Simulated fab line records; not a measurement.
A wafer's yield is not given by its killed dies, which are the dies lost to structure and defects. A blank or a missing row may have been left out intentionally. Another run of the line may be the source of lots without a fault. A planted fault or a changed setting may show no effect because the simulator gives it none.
Which tool is to blame? || flow gf180mcu || 42 wafers from 14 lots sampled at 5 of the route's 602 steps

WHAT THE GAUGES SHOWED, per wafer
GF_VT_IMPLANT_RS_MEAS_47: uses a four-point probe to measure. Usual: NWELL_RS typically reads 487.8 ohm/sq, with standard deviation 1.2.
{"lot": "L251", "measured": "day 7 12:22", "on": "film metro-01", "NWELL_RS (ohm/sq)": "491.5 489.4 488.1", "flag": ""}
{"lot": "L252", "measured": "day 7 18:37", "on": "film metro-01", "NWELL_RS (ohm/sq)": "486.7 488.5 487.9", "flag": ""}
{"lot": "L253", "measured": "day 8 05:14", "on": "film metro-03", "NWELL_RS (ohm/sq)": "487.4 487.7 486.9", "flag": ""}
{"lot": "L254", "measured": "day 8 10:37", "on": "film metro-03", "NWELL_RS (ohm/sq)": "484.4 486.8 485.8", "flag": ""}
{"lot": "L256", "measured": "day 8 22:17", "on": "film metro-02", "NWELL_RS (ohm/sq)": "490.4 490.4 488.2", "flag": ""}
{"lot": "L257", "measured": "day 9 09:05", "on": "film metro-03", "NWELL_RS (ohm/sq)": "487.8 488.4 487.4", "flag": ""}
{"lot": "L258", "measured": "day 9 13:05", "on": "film metro-03", "NWELL_RS (ohm/sq)": "487.2 485.6 486.8", "flag": ""}
{"lot": "L259", "measured": "day 9 18:37", "on": "film metro-02", "NWELL_RS (ohm/sq)": "486.7 488.0 487.4", "flag": ""}
{"lot": "L260", "measured": "day 10 01:04", "on": "film metro-01", "NWELL_RS (ohm/sq)": "486.3 484.9 486.0", "flag": ""}
{"lot": "L261", "measured": "day 10 10:02", "on": "film metro-03", "NWELL_RS (ohm/sq)": "486.8 486.7 485.6", "flag": ""}
{"lot": "L266", "measured": "day 11 16:40", "on": "film metro-02", "NWELL_RS (ohm/sq)": "488.0 488.2 487.3", "flag": ""}
{"lot": "L270", "measured": "day 12 21:15", "on": "film metro-01", "NWELL_RS (ohm/sq)": "479.4 478.8 480.3", "flag": "OFF"}
{"lot": "L271", "measured": "day 13 06:19", "on": "film metro-03", "NWELL_RS (ohm/sq)": "480.2 478.5 478.4", "flag": "OFF"}
{"lot": "L272", "measured": "day 13 12:08", "on": "film metro-01", "NWELL_RS (ohm/sq)": "488.1 488.5 489.0", "flag": ""}

GF_M2_THK_MEAS_06: measures by xrf. Usual: M2_ALCU_THK typically reads 451 nm, with standard deviation 5.6.
{"lot": "L251", "measured": "day 18 05:16", "on": "film metro-02", "M2_ALCU_THK (nm)": "447 449 458", "flag": ""}
{"lot": "L252", "measured": "day 18 12:05", "on": "film metro-02", "M2_ALCU_THK (nm)": "466 453 462", "flag": ""}
{"lot": "L253", "measured": "day 19 01:48", "on": "film metro-04", "M2_ALCU_THK (nm)": "449 456 459", "flag": ""}
{"lot": "L254", "measured": "day 19 10:45", "on": "film metro-04", "M2_ALCU_THK (nm)": "445 452 455", "flag": ""}
{"lot": "L256", "measured": "day 20 07:37", "on": "film metro-02", "M2_ALCU_THK (nm)": "459 459 449", "flag": ""}
{"lot": "L257", "measured": "day 20 15:10", "on": "film metro-04", "M2_ALCU_THK (nm)": "450 454 444", "flag": ""}
{"lot": "L258", "measured": "day 21 08:49", "on": "film metro-04", "M2_ALCU_THK (nm)": "450 458 450", "flag": ""}
{"lot": "L259", "measured": "day 21 13:14", "on": "film metro-02", "M2_ALCU_THK (nm)": "446 451 448", "flag": ""}
{"lot": "L260", "measured": "day 21 19:50", "on": "film metro-04", "M2_ALCU_THK (nm)": "447 452 449", "flag": ""}
{"lot": "L261", "measured": "day 22 09:07", "on": "film metro-02", "M2_ALCU_THK (nm)": "443 450 453", "flag": ""}
{"lot": "L266", "measured": "day 23 17:44", "on": "film metro-02", "M2_ALCU_THK (nm)": "463 456 451", "flag": ""}
{"lot": "L270", "measured": "day 24 23:59", "on": "film metro-04", "M2_ALCU_THK (nm)": "448 450 456", "flag": ""}
{"lot": "L271", "measured": "day 25 11:16", "on": "film metro-04", "M2_ALCU_THK (nm)": "447 454 456", "flag": ""}
{"lot": "L272", "measured": "day 25 17:29", "on": "film metro-04", "M2_ALCU_THK (nm)": "453 453 457", "flag": ""}

GF_V5_OVL_MEAS_15. Usual: V5_OVL typically reads -3 nm, with standard deviation 5.2.
{"lot": "L251", "measured": "day 27 04:25", "on": "overlay-02", "V5_OVL (nm)": "-16 -11 -9", "flag": ""}
{"lot": "L252", "measured": "day 27 13:04", "on": "overlay-02", "V5_OVL (nm)": "-4 -5 -13", "flag": ""}
{"lot": "L253", "measured": "day 27 23:16", "on": "overlay-02", "V5_OVL (nm)": "1 3 4", "flag": ""}
{"lot": "L254", "measured": "day 28 07:25", "on": "overlay-02", "V5_OVL (nm)": "-10 -2 -6", "flag": ""}
{"lot": "L256", "measured": "day 28 22:41", "on": "overlay-01", "V5_OVL (nm)": "-13 -2 -6", "flag": ""}
{"lot": "L257", "measured": "day 29 05:41", "on": "overlay-01", "V5_OVL (nm)": "4 0 -2", "flag": ""}
{"lot": "L258", "measured": "day 29 19:34", "on": "overlay-01", "V5_OVL (nm)": "-3 -2 0", "flag": ""}
{"lot": "L259", "measured": "day 29 22:51", "on": "overlay-02", "V5_OVL (nm)": "0 -1 5", "flag": ""}
{"lot": "L260", "measured": "day 30 05:19", "on": "overlay-02", "V5_OVL (nm)": "-6 -6 -5", "flag": ""}
{"lot": "L261", "measured": "day 30 13:33", "on": "overlay-02", "V5_OVL (nm)": "4 7 -6", "flag": ""}
{"lot": "L266", "measured": "day 31 17:01", "on": "overlay-02", "V5_OVL (nm)": "-5 -4 -3", "flag": ""}
{"lot": "L270", "measured": "day 32 16:28", "on": "overlay-02", "V5_OVL (nm)": "-4 -3 2", "flag": ""}
{"lot": "L271", "measured": "day 33 01:04", "on": "overlay-01", "V5_OVL (nm)": "2 -4 0", "flag": ""}
{"lot": "L272", "measured": "day 33 10:13", "on": "overlay-01", "V5_OVL (nm)": "-4 4 4", "flag": ""}

WHICH TOOL RAN EACH LOT (tool, then ch and the chambers of the sampled wafers, then the start)
{"lot": "L251", "GF_NWELL_IMPLANT_09": "implanter-02 ch 0, day 3 06:38", "GF_V3_SPUTTER_22": "pvd sputter-02, day 22 10:07"}
{"lot": "L252", "GF_NWELL_IMPLANT_09": "implanter-02 ch 0, day 3 14:02", "GF_V3_SPUTTER_22": "pvd sputter-03, day 22 18:24"}
{"lot": "L253", "GF_NWELL_IMPLANT_09": "implanter-03 ch 0, day 3 20:09", "GF_V3_SPUTTER_22": "pvd sputter-04, day 23 05:58"}
{"lot": "L254", "GF_NWELL_IMPLANT_09": "implanter-02 ch 0, day 4 00:45", "GF_V3_SPUTTER_22": "pvd sputter-03, day 23 15:46"}
{"lot": "L256", "GF_NWELL_IMPLANT_09": "implanter-04 ch 0, day 4 10:58", "GF_V3_SPUTTER_22": "pvd sputter-03, day 24 10:35"}
{"lot": "L257", "GF_NWELL_IMPLANT_09": "implanter-02 ch 0, day 4 18:02", "GF_V3_SPUTTER_22": "pvd sputter-03, day 24 17:25"}
{"lot": "L258", "GF_NWELL_IMPLANT_09": "implanter-04 ch 0, day 4 22:48", "GF_V3_SPUTTER_22": "pvd sputter-02, day 25 09:49"}
{"lot": "L259", "GF_NWELL_IMPLANT_09": "implanter-04 ch 0, day 5 03:36", "GF_V3_SPUTTER_22": "pvd sputter-03, day 25 13:41"}
{"lot": "L260", "GF_NWELL_IMPLANT_09": "implanter-03 ch 0, day 5 07:17", "GF_V3_SPUTTER_22": "pvd sputter-02, day 25 19:04"}
{"lot": "L261", "GF_NWELL_IMPLANT_09": "implanter-02 ch 0, day 5 14:29", "GF_V3_SPUTTER_22": "pvd sputter-02, day 26 06:34"}
{"lot": "L266", "GF_NWELL_IMPLANT_09": "implanter-02 ch 0, day 6 16:53", "GF_V3_SPUTTER_22": "pvd sputter-02, day 27 12:34"}
{"lot": "L270", "GF_NWELL_IMPLANT_09": "implanter-02 ch 0, day 7 15:47", "GF_V3_SPUTTER_22": "pvd sputter-03, day 28 14:58"}
{"lot": "L271", "GF_NWELL_IMPLANT_09": "implanter-02 ch 0, day 7 22:25", "GF_V3_SPUTTER_22": "pvd sputter-04, day 29 02:24"}
{"lot": "L272", "GF_NWELL_IMPLANT_09": "implanter-04 ch 0, day 8 02:24", "GF_V3_SPUTTER_22": "pvd sputter-02, day 29 07:07"}
- GF_NWELL_IMPLANT_09
- GF_V3_SPUTTER_22: material TiN, target thk 10 nm, time 40 s.

WHAT THE TOOLS THEMSELVES READ (means of the sampled wafers that have a number; where no wafer has one, the mark that the record gives instead)
GF_NWELL_IMPLANT_09. Usual: dose ions cm2 4.001e+12, standard deviation 3.9e+09; faraday current uA 22.5, standard deviation 0.44; tilt deg -0.002 degrees, standard deviation 0.02.
{"lot": "L251", "tool": "implanter-02", "dose ions cm2": 4.003e+12, "faraday current uA": 22.7, "tilt deg (degrees)": 0.004, "flag": ""}
{"lot": "L252", "tool": "implanter-02", "dose ions cm2": 4.003e+12, "faraday current uA": 22.3, "tilt deg (degrees)": -0.009, "flag": ""}
{"lot": "L253", "tool": "implanter-03", "dose ions cm2": 4.000e+12, "faraday current uA": 22.4, "tilt deg (degrees)": 0.010, "flag": ""}
{"lot": "L254", "tool": "implanter-02", "dose ions cm2": 4.000e+12, "faraday current uA": 22.6, "tilt deg (degrees)": -0.015, "flag": ""}
{"lot": "L256", "tool": "implanter-04", "dose ions cm2": 4.000e+12, "faraday current uA": 22.2, "tilt deg (degrees)": 0.005, "flag": ""}
{"lot": "L257", "tool": "implanter-02", "dose ions cm2": 4.002e+12, "faraday current uA": 23.0, "tilt deg (degrees)": -0.019, "flag": ""}
{"lot": "L258", "tool": "implanter-04", "dose ions cm2": 3.998e+12, "faraday current uA": 22.3, "tilt deg (degrees)": 0.023, "flag": ""}
{"lot": "L259", "tool": "implanter-04", "dose ions cm2": 4.003e+12, "faraday current uA": 22.5, "tilt deg (degrees)": 0.006, "flag": ""}
{"lot": "L260", "tool": "implanter-03", "dose ions cm2": 4.004e+12, "faraday current uA": 22.1, "tilt deg (degrees)": -0.028, "flag": ""}
{"lot": "L261", "tool": "implanter-02", "dose ions cm2": 4.004e+12, "faraday current uA": 22.7, "tilt deg (degrees)": 0.013, "flag": ""}
{"lot": "L266", "tool": "implanter-02", "dose ions cm2": 4.000e+12, "faraday current uA": 22.4, "tilt deg (degrees)": -0.016, "flag": ""}
{"lot": "L270", "tool": "implanter-02", "dose ions cm2": 4.444e+12, "faraday current uA": 25.7, "tilt deg (degrees)": -0.004, "flag": "OFF"}
{"lot": "L271", "tool": "implanter-02", "dose ions cm2": 4.447e+12, "faraday current uA": 25.2, "tilt deg (degrees)": 0.018, "flag": "OFF"}
{"lot": "L272", "tool": "implanter-04", "dose ions cm2": 4.000e+12, "faraday current uA": 22.6, "tilt deg (degrees)": -0.014, "flag": ""}

GF_V3_SPUTTER_22. Usual: throttle valve pct 29.9 %, standard deviation 1.2.
{"lot": "L251", "tool": "pvd sputter-02", "throttle valve pct (%)": 30.0, "flag": ""}
{"lot": "L252", "tool": "pvd sputter-03", "throttle valve pct (%)": 30.6, "flag": ""}
{"lot": "L253", "tool": "pvd sputter-04", "throttle valve pct (%)": 30.8, "flag": ""}
{"lot": "L254", "tool": "pvd sputter-03", "throttle valve pct (%)": 30.4, "flag": ""}
{"lot": "L256", "tool": "pvd sputter-03", "throttle valve pct (%)": 30.2, "flag": ""}
{"lot": "L257", "tool": "pvd sputter-03", "throttle valve pct (%)": 30.6, "flag": ""}
{"lot": "L258", "tool": "pvd sputter-02", "throttle valve pct (%)": 28.9, "flag": ""}
{"lot": "L259", "tool": "pvd sputter-03", "throttle valve pct (%)": 30.9, "flag": ""}
{"lot": "L260", "tool": "pvd sputter-02", "throttle valve pct (%)": 29.4, "flag": ""}
{"lot": "L261", "tool": "pvd sputter-02", "throttle valve pct (%)": 28.4, "flag": ""}
{"lot": "L266", "tool": "pvd sputter-02", "throttle valve pct (%)": 29.9, "flag": ""}
{"lot": "L270", "tool": "pvd sputter-03", "throttle valve pct (%)": 30.4, "flag": ""}
{"lot": "L271", "tool": "pvd sputter-04", "throttle valve pct (%)": 30.1, "flag": ""}
{"lot": "L272", "tool": "pvd sputter-02", "throttle valve pct (%)": 28.8, "flag": ""}

THE ANSWER, worked out from the rows above alone
Rule: take the mean of a lot's wafers that have a number; if it is more than 3 standard deviations from the usual mean, the lot is off. A lot without any number at a reading at which 4 lots or more have one is off too. The other lots that the step has rows for count as sound. Order of review: gauges by route order, followed by the tools' own readings, for which a lot's mean as printed above is used. At the first step where some lot is off, the reading lying furthest off is the one used; lots without a number count as furthest.
Off: at GF_VT_IMPLANT_RS_MEAS_47 (NWELL_RS), L270, L271.
If a tool, at a process step before that reading, ran all the lots that are off and no sound lot after the first of them, it fits. The gauges at GF_VT_IMPLANT_RS_MEAS_47 aren't tried: what is off there is off at GF_NWELL_IMPLANT_09 too, on other tools, and a gauge's error can't cause that. One fits: implanter-02 at GF_NWELL_IMPLANT_09. Its last sound lot is L266 (day 6 16:53), its first lot that is off L270 (day 7 15:47): a fault that began between those two fits.
The tool's own readings at GF_NWELL_IMPLANT_09 bear it out: on the lots that are off they differ by more than 5 times the standard deviation of the sound lots' means. dose ions cm2 reads 4.446e+12 there against 4.001e+12 on the sound lots; faraday current uA reads 25.4 there against 22.5 on the sound lots.

WHAT WAS PUT IN BY THE SIMULATOR
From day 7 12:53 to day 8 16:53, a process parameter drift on implanter-02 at GF_NWELL_IMPLANT_09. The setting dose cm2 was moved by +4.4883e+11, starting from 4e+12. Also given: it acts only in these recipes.
Struck lots among those shown: L270, L271. The same result came from the rule above.
